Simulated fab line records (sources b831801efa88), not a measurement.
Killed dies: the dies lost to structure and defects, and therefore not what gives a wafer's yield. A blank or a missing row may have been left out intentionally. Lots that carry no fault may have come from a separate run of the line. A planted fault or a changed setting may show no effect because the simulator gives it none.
One fault seen from 2 desks + flow sky130 + numbers are kept per desk, each desk with only its own; the story behind them comes last

== AT THE METROLOGY DESK ==
What the gauges read, lot by lot, whatever tool the lot ran on: means of the sampled wafers that have a number. A lot is out of limits, marked OUT, if its mean lies more than 4 standard deviations from the usual mean; the brackets give that distance.
Columns: A = SD_N_OVL at SKY_SD_N_OVL_MEAS_08, usual -0.8 nm; B = LOCAL_INTERCONNECT_TIN_RS at SKY_LOCAL_INTERCONNECT_RS_MEAS_01, usual 14.26 ohm/sq; C = LOCAL_INTERCONNECT_TIN_THK at SKY_LOCAL_INTERCONNECT_THK_MEAS_02, usual 99.0 nm; D = LOCAL_INTERCONNECT_OVL at SKY_LOCAL_INTERCONNECT_OVL_MEAS_12, usual 1 nm
| lot  | first seen here | A    | B               | C               | D  |
|------|-----------------|------|-----------------|-----------------|----|
| L650 | day 28 19:32    | -1.0 | 14.26           | 99.2            | -0 |
| L651 | day 29 19:31    | -2.1 | 14.45           | 97.7            | -3 |
| L653 | day 30 02:47    | -0.3 | 14.17           | 99.5            | 6  |
| L656 | day 31 16:00    | -0.8 | 14.32           | 98.3            | 0  |
| L657 | day 31 20:26    | -2.0 | 14.31           | 98.3            | -1 |
| L658 | day 32 02:37    | -3.4 | 14.25           | 98.7            | 6  |
| L659 | day 32 09:23    | -1.0 | 14.15           | 99.5            | 7  |
| L664 | day 34 03:26    | 1.1  | 14.32           | 98.4            | 3  |
| L661 | day 34 04:32    | 2.3  | 14.34           | 98.5            | 1  |
| L670 | day 35 23:14    | -2.8 | 11.62 (-20) OUT | 126.8 (+30) OUT | -3 |
| L671 | day 36 04:32    | -0.8 | 11.51 (-21) OUT | 128.6 (+33) OUT | 4  |
This desk finds L670, L671 out of limits, with the earliest case on L670 at day 37 03:50 (LOCAL_INTERCONNECT_TIN_RS at SKY_LOCAL_INTERCONNECT_RS_MEAS_01). In limits: L650, L651, L653, L656, L657, L658, L659, L664, L661.

== FOR THE TOOL OWNER'S DESK: pvd-sputter-04 ==
At SKY_LOCAL_INTERCONNECT_SPUTTER_00 (material TiN, target thk 100 nm, time 83.3 s) the tool's own readings: per lot run on this tool, the mean of the sampled wafers that have a number. A lot is out of limits, marked OUT, if its mean lies more than 4 standard deviations from the usual mean; the brackets give that distance.
Columns: A = throttle-valve-pct at SKY_LOCAL_INTERCONNECT_SPUTTER_00, usual 30.2 %
| lot  | first seen here | A    |
|------|-----------------|------|
| L651 | day 31 03:01    | 30.0 |
| L653 | day 31 10:08    | 29.6 |
| L661 | day 35 08:13    | 29.6 |
| L670 | day 37 03:47    | 29.1 |
| L671 | day 37 08:33    | 29.4 |
This desk's finding: nothing out of limits on any of the 5 lots.

== BROUGHT TOGETHER ==
The metrology desk could have raised an alarm at day 37 03:50, on L670, L671.
Nothing out of limits was seen by the tool owner's desk.
The tool owner's desk has L670, L671 on record, within its limits.
On pvd-sputter-04, each named lot ran SKY_LOCAL_INTERCONNECT_SPUTTER_00.

== WHAT HAD BEEN PUT IN BY THE SIMULATOR ==
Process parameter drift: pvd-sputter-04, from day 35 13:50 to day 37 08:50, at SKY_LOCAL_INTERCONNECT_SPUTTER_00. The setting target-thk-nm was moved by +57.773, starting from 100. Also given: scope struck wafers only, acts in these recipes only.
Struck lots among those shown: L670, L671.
Per desk, hours elapsed from the start of the fault to the first reading out of limits: for the metrology desk, 38.
